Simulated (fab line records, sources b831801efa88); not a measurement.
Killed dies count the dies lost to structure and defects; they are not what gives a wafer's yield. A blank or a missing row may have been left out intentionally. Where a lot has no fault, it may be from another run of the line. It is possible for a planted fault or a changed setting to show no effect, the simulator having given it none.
Which tool did it?    flow gf180mcu    33 wafers from 11 lots sampled at 6 of the route's 602 steps

== WHAT THE GAUGES SHOWED, per wafer ==
GF_M4_CD_MEAS_14: target cd 280 nm. Usual: cd_nm reads 280.0 nm (standard deviation 1.3).
lot   measured      on         cd_nm (nm)         flag
L400  day 24 00:08  cd_sem-02  280.2 279.6 280.6  
L403  day 24 23:56  cd_sem-01  280.5 280.9 281.1  
L404  day 25 11:37  cd_sem-02  275.0 273.3 273.2  OFF
L405  day 25 16:30  cd_sem-01  273.6 272.3 273.3  OFF
L412  day 27 20:52  cd_sem-01  278.6 279.4 278.4  
L416  day 29 01:41  cd_sem-02  282.0 282.3 281.1  
L418  day 29 17:09  cd_sem-02  278.8 278.1 280.2  
L419  day 29 20:06  cd_sem-02  279.4 280.2 280.1  
L420  day 30 00:58  cd_sem-01  277.9 277.8 278.1  
L421  day 30 11:04  cd_sem-01  279.0 277.1 279.8  
L422  day 30 15:24  cd_sem-01  280.3 281.2 281.9  

GF_V4_BOW_MEAS_05. Usual: V4_BOW typically reads 137 um, with standard deviation 7.4.
lot   measured      on             V4_BOW (um)  flag
L400  day 24 01:31  film_metro-04  132 133 136  
L403  day 25 01:19  film_metro-01  139 133 133  
L404  day 25 13:20  film_metro-01  152 130 150  
L405  day 25 17:55  film_metro-03  145 148 133  
L412  day 27 22:25  film_metro-01  126 161 134  
L416  day 29 03:04  film_metro-01  131 127 128  
L418  day 29 18:34  film_metro-01  131 132 139  
L419  day 29 21:29  film_metro-03  122 133 129  
L420  day 30 02:23  film_metro-01  133 133 130  
L421  day 30 12:26  film_metro-03  144 141 145  
L422  day 30 16:47  film_metro-04  138 130 127  

== EACH LOT AND THE TOOL THAT RAN IT (in order: tool; ch and the chambers of the sampled wafers; start) ==
lot   GF_V3_STRIP_18                        GF_M4_COAT_09                      GF_M4_STRIP_17                        GF_V4_CMP_04
L400  plasma_asher-04 ch 0,1, day 22 23:42  litho_track-01 ch 0, day 23 12:54  plasma_asher-02 ch 0, day 24 00:24    cmp-01 ch 0,2, day 24 01:11
L403  plasma_asher-04 ch 0,1, day 24 00:56  litho_track-01 ch 0, day 24 13:18  plasma_asher-02 ch 0,1, day 25 00:12  cmp-02 ch 1,2,3, day 25 00:59
L404  plasma_asher-03 ch 0, day 24 12:24    litho_track-01 ch 0, day 25 00:32  plasma_asher-03 ch 0,1, day 25 11:54  cmp-02 ch 1,2,3, day 25 13:08
L405  plasma_asher-03 ch 0,1, day 24 17:02  litho_track-01 ch 0, day 25 05:06  plasma_asher-02 ch 0, day 25 16:46    cmp-02 ch 1,2, day 25 17:35
L412  plasma_asher-03 ch 0,1, day 26 22:50  litho_track-04 ch 0, day 27 10:22  plasma_asher-02 ch 0,1, day 27 21:17  cmp-01 ch 1,2,3, day 27 22:07
L416  plasma_asher-02 ch 0,1, day 28 04:33  litho_track-04 ch 0, day 28 15:38  plasma_asher-02 ch 0,1, day 29 01:57  cmp-02 ch 0,1,2, day 29 02:53
L418  plasma_asher-02 ch 0,1, day 28 20:50  litho_track-01 ch 0, day 29 07:47  plasma_asher-01 ch 0,1, day 29 17:26  cmp-01 ch 0,1,2, day 29 18:19
L419  plasma_asher-02 ch 0, day 29 00:20    litho_track-01 ch 0, day 29 10:45  plasma_asher-01 ch 0,1, day 29 20:22  cmp-01 ch 0,1,3, day 29 21:10
L420  plasma_asher-04 ch 0,1, day 29 04:38  litho_track-01 ch 0, day 29 15:23  plasma_asher-03 ch 0,1, day 30 01:15  cmp-02 ch 0,1,2, day 30 02:09
L421  plasma_asher-04 ch 0,1, day 29 15:35  litho_track-02 ch 0, day 30 02:22  plasma_asher-02 ch 0,1, day 30 11:21  cmp-02 ch 0,2,3, day 30 12:08
L422  plasma_asher-03 ch 0,1, day 29 19:41  litho_track-01 ch 0, day 30 05:50  plasma_asher-02 ch 0,1, day 30 15:41  cmp-01 ch 0,2,3, day 30 16:35
- GF_V3_STRIP_18: strips in O2/N2.
- GF_M4_COAT_09: resist thk 1000 nm.
- GF_M4_STRIP_17: strips in O2/N2.
- GF_V4_CMP_04: polishes SiO2.

== AS READ BY THE TOOLS THEMSELVES (means over the sampled wafers that have a number; for cases with no such wafer, the mark the record gives instead) ==
GF_V3_STRIP_18. Usual: drypump_motor_current_A 5.9 A, standard deviation 0.36; heater_power_w 355 W, standard deviation 30; n2_flow_sccm 300.1 sccm, standard deviation 0.87; oes_product_au 0.592 a.u., standard deviation 0.0048.
lot   tool             drypump_motor_current_A (A)  heater_power_w (W)  n2_flow_sccm (sccm)  oes_product_au (a.u.)  flag
L400  plasma_asher-04  5.5                          371                 301.1                0.595                  
L403  plasma_asher-04  5.5                          372                 299.7                0.597                  
L404  plasma_asher-03  5.6                          326                 299.8                0.590                  
L405  plasma_asher-03  6.2                          324                 299.8                0.593                  
L412  plasma_asher-03  5.9                          324                 299.6                0.586                  
L416  plasma_asher-02  5.8                          396                 300.2                0.588                  
L418  plasma_asher-02  5.8                          390                 301.2                0.591                  
L419  plasma_asher-02  5.8                          393                 299.9                0.590                  
L420  plasma_asher-04  5.5                          373                 300.7                0.594                  
L421  plasma_asher-04  5.5                          371                 299.2                0.592                  
L422  plasma_asher-03  6.2                          324                 299.8                0.595                  

GF_M4_STRIP_17. Usual: drypump_motor_current_A 5.9 A, standard deviation 0.37; heater_power_w 357 W, standard deviation 32; n2_flow_sccm 300.0 sccm, standard deviation 0.98; oes_product_au 0.538 a.u., standard deviation 0.0049; strip_time_to_endpoint_s 7.39 s, standard deviation 0.057.
lot   tool             drypump_motor_current_A (A)  heater_power_w (W)  n2_flow_sccm (sccm)  oes_product_au (a.u.)  strip_time_to_endpoint_s (s)  flag
L400  plasma_asher-02  5.8                          393                 299.3                0.542                  7.38                          
L403  plasma_asher-02  5.8                          386                 300.1                0.537                  7.43                          
L404  plasma_asher-03  6.2                          325                 299.5                0.466                  5.64                          OFF
L405  plasma_asher-02  5.8                          395                 299.1                0.468                  5.76                          OFF
L412  plasma_asher-02  5.9                          391                 301.1                0.534                  7.32                          
L416  plasma_asher-02  5.8                          394                 298.8                0.535                  7.40                          
L418  plasma_asher-01  5.5                          332                 300.3                0.541                  7.47                          
L419  plasma_asher-01  5.9                          327                 298.8                0.543                  7.37                          
L420  plasma_asher-03  5.9                          322                 301.4                0.536                  7.44                          
L421  plasma_asher-02  5.8                          389                 299.9                0.535                  7.27                          
L422  plasma_asher-02  5.9                          383                 300.7                0.545                  7.49                          

GF_V4_CMP_04. Usual: motor_current_A 10.9 A, standard deviation 1.5; time_to_endpoint_s 82 s, standard deviation 6.2.
lot   tool    motor_current_A (A)  time_to_endpoint_s (s)  flag
L400  cmp-01  9.8                  86                      
L403  cmp-02  11.5                 83                      
L404  cmp-02  12.0                 78                      
L405  cmp-02  11.0                 83                      
L412  cmp-01  11.1                 79                      
L416  cmp-02  10.4                 80                      
L418  cmp-01  10.5                 90                      
L419  cmp-01  11.3                 78                      
L420  cmp-02  10.5                 82                      
L421  cmp-02  10.7                 82                      
L422  cmp-01  10.6                 87                      

== THE ANSWER, worked out from the rows above alone ==
Rule: lot off if the mean of its wafers having a number is beyond 3 standard deviations from the usual mean. A lot without any number at a reading at which 4 lots or more have one is off too. The other lots that the step has rows for count as sound. After the gauges, taken in route order, come the tools' own readings; for these a lot's mean is taken, as printed above. The first step at which some lot is off is used, and at that step the reading that is off furthest; a lot without a number counts as furthest.
Off: L404, L405, at GF_M4_CD_MEAS_14 (cd_nm).
A tool fits if, at a process step before that reading, it ran every lot that is off, and no sound lot after the first of them. Not tried: the gauges at GF_M4_CD_MEAS_14; whatever is off there is also off at GF_M4_STRIP_17, on other tools, and gauge error can't account for it. No candidate that was tried fits.

== WHAT HAD BEEN PUT IN BY THE SIMULATOR ==
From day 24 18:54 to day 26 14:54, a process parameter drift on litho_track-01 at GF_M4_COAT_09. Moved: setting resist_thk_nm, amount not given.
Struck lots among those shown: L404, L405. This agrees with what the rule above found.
